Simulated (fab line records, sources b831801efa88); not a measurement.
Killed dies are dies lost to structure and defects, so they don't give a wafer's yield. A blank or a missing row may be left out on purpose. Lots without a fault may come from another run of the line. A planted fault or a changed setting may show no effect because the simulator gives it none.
fab line records | flow gf180mcu
record lots=13 wafers=39 last_day=33
route steps=602 shown VT_IMPLANT@97 HV_LDD@202
lots that met no fault: from a run of the same line without faults
start_h: hours from the record's first day to the start of the lot's first wafer shown | wait_h: hours since the lot's step before | " the same as in the row above | L1.1+2: a row that stands for several wafers | - no value, or no start given | * or withheld: withheld | < > ~ a bound
route shown NAME@n: a module of which the file shows steps, and the number in the route of the first | usual: mean/standard deviation of fault-free wafers | same: alike in all rows | chamber/n: place in a boat | sites: the reading at each site | _std_site: their standard deviation | _edge_site: outer sites' mean less inner sites' | radius_mm: how far each site lies from the wafer's centre | mask NAME#n: copy n | behind: the tool/chamber that last shaped the wafer | hold: why the lot was held/for how many hours/how that ended | device: the transistor (n, p or np) that didn't switch | end of line: the same wafers' tests at the end of the route | a step without rows: its recipe alone | killed: dies lost to structure and defects at the first sort, not the wafer's yield | map: a wafer's dies, x killed, . not, _ none there
set.NAME: the setting as run; set.NAME@STEP: as run at that earlier step | model.NAME: the simulator's own value behind a step, which no gauge read
steps of the route over a sample of lots; a table a step, a row a wafer
services: from which hour (start_h, from the record's first day; less than 0 if before it) a tool's chamber was out of use, for how many hours, and why
## steps
# step GF_VT_IMPLANT_OVL_MEAS_07
# usual VT_IMPLANT_OVL=0.2/1.3
# columns lot.wafer tool chamber start_h wait_h VT_IMPLANT_OVL[nm]
L775.3 overlay-01 - 113.62 0.1 0.4
L775.4 " - " " 1.5
L775.5 " - " " 1.4
L776.3 overlay-02 - 119.00 0.1 -0.5
L776.4 " - " " 0.5
L776.6 " - " " -0.4
L777.2 overlay-01 - 123.09 0.1 -1.4
L777.4 " - " " -0.1
L777.5 " - " " 0.8
L778.3 overlay-02 - 133.34 0.1 -0.4
L778.5 " - " " 1.1
L778.6 " - " " -0.5
L779.1 overlay-01 - 138.46 0.1 -0.6
L779.2 " - " " -0.9
L779.6 " - " " 0.8
L780.1 overlay-02 - 143.94 0.1 1.2
L780.3 " - " " 2.2
L780.4 " - " " 2.3
L781.1 overlay-01 - 146.98 0.1 -2.5
L781.4 " - " " 1.4
L781.5 " - " " 1.1
L782.2 overlay-02 - 151.64 0.1 0.1
L782.3 " - " " -0.8
L782.6 " - " " -0.8
L785.1 overlay-01 - 170.44 0.1 0.0
L785.4 " - " " 0.0
L785.5 " - " " 0.2
L788.1 overlay-02 - 188.91 0.1 1.4
L788.3 " - " " 0.5
L788.4 " - " " 0.7
L787.1 overlay-01 - 190.16 0.1 0.4
L787.2 " - " " 1.5
L787.3 " - " " 0.7
L790.1 overlay-01 - 202.31 0.1 -0.5
L790.5 " - " " -1.0
L790.6 " - " " 1.3
L791.2 overlay-01 - 209.49 0.1 0.9
L791.3 " - " " 0.5
L791.6 " - " " 0.7
# step GF_VT_IMPLANT_STRIP_31
# recipe chemistry=O2/N2 power_w=1400 pressure_mtorr=1500 platen_temp_c=250 o2_flow_sccm=3000 n2_flow_sccm=300 overash_fraction=0.5
# usual drypump_motor_current_A=5.6/0.42 heater_power_w=359/30 oes_product_au=0.716/0.0042 strip_time_to_endpoint_s=12.62/0.033
# columns lot.wafer tool chamber start_h wait_h drypump_motor_current_A heater_power_w oes_product_au rf_hours_counter_h strip_time_to_endpoint_s
L775.3 plasma_asher-04 0 144.60 0.1 4.9 343 0.708 - 12.63
L775.4 " 1 " " 5.8 363 0.713 - 12.59
L775.5 " 0 " " 4.9 338 0.715 - 12.59
L776.3 plasma_asher-04 0 150.30 0.1 4.9 350 0.720 - 12.66
L776.4 " 1 " " 5.8 363 0.721 - 12.62
L776.6 " 0 " " 4.9 349 0.717 - 12.62
L777.2 plasma_asher-04 0 153.12 0.1 4.9 350 0.713 49 12.61
L777.4 " 1 " " 5.8 359 0.711 - 12.61
L777.5 " 1 " " 5.8 369 0.716 - 12.58
L778.3 plasma_asher-03 0 164.90 0.1 6.1 341 0.706 - 12.64
L778.5 " 0 " " 6.1 333 0.709 - 12.61
L778.6 " 1 " " 5.9 409 0.715 - 12.65
L779.1 plasma_asher-04 1 169.37 0.1 5.8 357 0.719 51 12.62
L779.2 " 0 " " 4.9 345 0.715 51 12.67
L779.6 " 1 " " 5.8 363 0.713 - 12.60
L780.1 plasma_asher-04 0 176.62 0.1 4.9 348 0.708 52 12.58
L780.3 " 1 " " 5.8 357 0.710 - 12.60
L780.4 " 0 " " 4.9 348 0.714 - 12.60
L781.1 plasma_asher-04 1 179.14 0.1 5.8 369 0.716 52 12.67
L781.4 " 0 " " 4.9 339 0.723 - 12.67
L781.5 " 1 " " 5.8 358 0.715 - 12.64
L782.2 plasma_asher-03 1 184.52 0.1 5.9 412 0.720 7 12.64
L782.3 " 1 " " 5.9 398 0.717 - 12.60
L782.6 " 1 " " 5.9 417 0.723 - 12.60
L785.1 plasma_asher-04 0 204.92 0.1 4.9 347 0.717 55 12.65
L785.4 " 0 " " 4.9 352 0.717 - 12.64
L785.5 " 0 " " 4.9 349 0.711 - 12.65
L788.1 plasma_asher-03 0 223.72 0.1 6.2 330 0.712 11 12.65
L788.3 " 0 " " 6.1 340 0.716 - 12.59
L788.4 " 1 " " 5.9 404 0.716 - 12.60
L787.1 plasma_asher-03 1 225.08 0.1 5.9 418 0.714 12 12.55
L787.2 " 0 " " 6.2 338 0.705 12 12.58
L787.3 " 1 " " 5.9 404 0.721 - 12.58
L790.1 plasma_asher-01 1 238.57 0.1 5.7 379 0.708 61 12.67
L790.5 " 0 " " 5.8 311 0.717 - 12.65
L790.6 " 1 " " 5.6 393 0.720 - 12.63
L791.2 plasma_asher-03 1 245.59 0.1 5.9 413 0.722 14 12.65
L791.3 " 0 " " 6.1 341 0.714 - 12.57
L791.6 " 1 " " 5.9 419 0.715 - 12.63
# step GF_VT_IMPLANT_OVL_MEAS_40
# usual VT_IMPLANT_03_OVL=0.6/1.4
# columns lot.wafer tool chamber start_h wait_h VT_IMPLANT_03_OVL[nm]
L775.3 overlay-02 - 160.40 0.1 1.8
L775.4 " - " " 0.5
L775.5 " - " " 0.7
L776.3 overlay-01 - 165.47 0.1 0.4
L776.4 " - " " -0.5
L776.6 " - " " -0.1
L777.2 overlay-02 - 169.14 0.1 0.3
L777.4 " - " " 0.4
L777.5 " - " " 1.4
L778.3 overlay-01 - 181.07 0.1 -0.7
L778.5 " - " " 1.7
L778.6 " - " " 0.5
L779.1 overlay-01 - 185.23 0.1 -0.1
L779.2 " - " " 0.9
L779.6 " - " " -0.3
L780.1 overlay-02 - 193.41 0.1 -0.6
L780.3 " - " " -1.3
L780.4 " - " " 0.1
L781.1 overlay-02 - 195.98 0.1 1.7
L781.4 " - " " 1.6
L781.5 " - " " 1.4
L782.2 overlay-02 - 201.41 0.1 0.5
L782.3 " - " " -0.8
L782.6 " - " " -0.2
L785.1 overlay-02 - 222.98 0.1 2.5
L785.4 " - " " 1.6
L785.5 " - " " 1.9
L788.1 overlay-01 - 241.78 0.1 0.2
L788.3 " - " " -1.2
L788.4 " - " " -0.2
L787.1 overlay-02 - 242.91 0.1 2.4
L787.2 " - " " -0.4
L787.3 " - " " -0.5
L790.1 overlay-01 - 256.58 0.1 0.6
L790.5 " - " " 1.1
L790.6 " - " " -0.1
L791.2 overlay-02 - 264.73 0.1 2.0
L791.3 " - " " 4.8
L791.6 " - " " 4.1
# step GF_HV_LDD_COAT_26
# recipe resist=NOVOLAK spin_rpm=3000 resist_thk_nm=1000
# columns lot.wafer tool chamber start_h wait_h
L775.3+4+5 litho_track-03 0 245.23 0.1
L776.3+4+6 litho_track-03 0 252.13 0.1
L777.2+4+5 litho_track-01 0 255.42 0.1
L778.3+5+6 litho_track-02 0 273.38 0.1
L779.1+2+6 litho_track-03 0 279.93 0.1
L781.1+4+5 litho_track-02 0 285.48 0.1
L780.1+3+4 litho_track-01 0 285.59 0.1
L782.2+3+6 litho_track-02 0 294.76 0.1
L785.1+4+5 litho_track-03 0 321.48 0.1
L788.1+3+4 litho_track-01 0 340.59 0.1
L787.1+2+3 litho_track-03 0 346.33 0.1
L790.1+5+6 litho_track-01 0 358.79 0.1
L791.2+3+6 litho_track-03 0 368.95 0.1
# step GF_HV_LDD_STRIP_37
# recipe chemistry=O2/N2 power_w=1400 pressure_mtorr=1500 platen_temp_c=250 o2_flow_sccm=3000 n2_flow_sccm=300 overash_fraction=0.5
# usual drypump_motor_current_A=5.86/0.2 heater_power_w=358/34 oes_product_au=0.716/0.005 strip_time_to_endpoint_s=12.62/0.036
# columns lot.wafer tool chamber start_h wait_h drypump_motor_current_A heater_power_w oes_product_au rf_hours_counter_h strip_time_to_endpoint_s
L775.3 plasma_asher-03 0 255.47 0.1 6.14 337 0.719 - 12.60
L775.4 " 1 " " 5.95 417 0.714 - 12.58
L775.5 " 1 " " 5.96 408 0.713 - 12.59
L776.3 plasma_asher-03 0 262.68 0.1 6.15 340 0.716 - 12.62
L776.4 " 1 " " 5.93 429 0.719 - 12.59
L776.6 " 0 " " 6.15 342 0.722 - 12.62
L777.2 plasma_asher-01 1 265.78 0.1 5.62 390 0.719 64 12.60
L777.4 " 0 " " 5.80 308 0.711 - 12.60
L777.5 " 0 " " 5.77 307 0.721 - 12.61
L778.3 plasma_asher-03 0 283.78 0.1 6.16 336 0.717 - 12.61
L778.5 " 1 " " 5.95 421 0.722 - 12.62
L778.6 " 0 " " 6.16 336 0.709 - 12.61
L779.1 plasma_asher-01 0 290.63 0.1 5.79 316 0.708 66 12.64
L779.2 " 1 " " 5.65 383 0.722 66 12.62
L779.6 " 0 " " 5.78 320 0.712 - 12.65
L781.1 plasma_asher-02 0 296.30 0.1 5.96 355 0.711 48 12.60
L781.4 " 0 " " 5.97 358 0.716 - 12.57
L781.5 " 0 " " 5.99 371 0.719 - 12.59
L780.1 plasma_asher-01 1 296.74 0.1 5.65 392 0.715 67 12.64
L780.3 " 0 " " 5.77 314 0.711 - 12.59
L780.4 " 1 " " 5.64 397 0.708 - 12.64
L782.2 plasma_asher-02 1 305.53 0.1 5.61 314 0.718 49 12.61
L782.3 " 0 " " 5.91 358 0.706 - 12.65
L782.6 " 0 " " 5.93 355 0.709 - 12.62
L785.1 plasma_asher-02 1 332.33 0.1 5.61 327 0.726 51 12.62
L785.4 " 0 " " 5.96 374 0.712 - 12.63
L785.5 " 0 " " 5.97 365 0.717 - 12.64
L788.1 plasma_asher-02 1 351.73 0.1 5.61 329 0.714 53 12.59
L788.3 " 1 " " 5.60 329 0.722 - 12.63
L788.4 " 0 " " 5.95 370 0.729 - 12.55
L787.1 plasma_asher-02 1 364.16 0.1 5.62 325 0.721 54 12.60
L787.2 " 0 " " 5.96 364 0.712 54 12.60
L787.3 " 1 " " 5.60 320 0.714 - 12.61
L790.1 plasma_asher-03 0 370.94 0.1 6.16 340 0.721 26 12.59
L790.5 " 1 " " 5.96 420 0.710 - 12.27
L790.6 " 0 " " 6.13 342 0.716 - 12.30
L791.2 plasma_asher-03 0 380.83 0.1 6.15 348 0.714 28 12.65
L791.3 " 0 " " 6.16 338 0.718 - 12.66
L791.6 " 0 " " 6.15 333 0.705 - 12.68
## services
# columns tool chamber start_h hours kind
plasma_asher-02 - 143.05 2.8 pm
plasma_asher-01 - 166.64 2.8 pm
plasma_asher-01 - 179.15 2.4 repair
plasma_asher-01 - 183.25 3.4 repair
plasma_asher-03 - 207.77 3.9 repair
plasma_asher-01 - 217.61 8.1 repair
plasma_asher-04 - 228.93 0.8 repair
plasma_asher-02 - 236.15 5.0 repair
plasma_asher-03 - 238.64 0.9 repair
plasma_asher-03 - 265.86 1.6 repair
plasma_asher-02 - 317.05 4.5 repair
litho_track-01 - 331.08 - consumable_replace:filter
## key
first_sign step=GF_HV_LDD_STRIP_37 reading=strip_time_to_endpoint_s direction=down sigmas=9.3 usual=* struck=*
effect none on later readings
met_at GF_HV_LDD_COAT_26
struck_lots L790
struck_wafers L790.5,L790.6
tester_left_out L790
not_acting_at GF_VT_IMPLANT_OVL_MEAS_07,GF_VT_IMPLANT_STRIP_31,GF_VT_IMPLANT_OVL_MEAS_40
onset_between 340.59 358.79
fault kind=process_parameter_drift tool=litho_track-01 chamber=- onset_h=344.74 steps=GF_HV_LDD_COAT_26 channel=resist_thk_nm offset=* shape=step end_h=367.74 scope=struck_wafers_only acts_in=* stated=*
# tester_left_out: of these lots the tester's yield and bins aren't shown, on N5 and GAA mostly nor the transistor test; their killed dies are dies lost to structure and defects alone, not to doping, threshold or leakage, so they don't give the yield
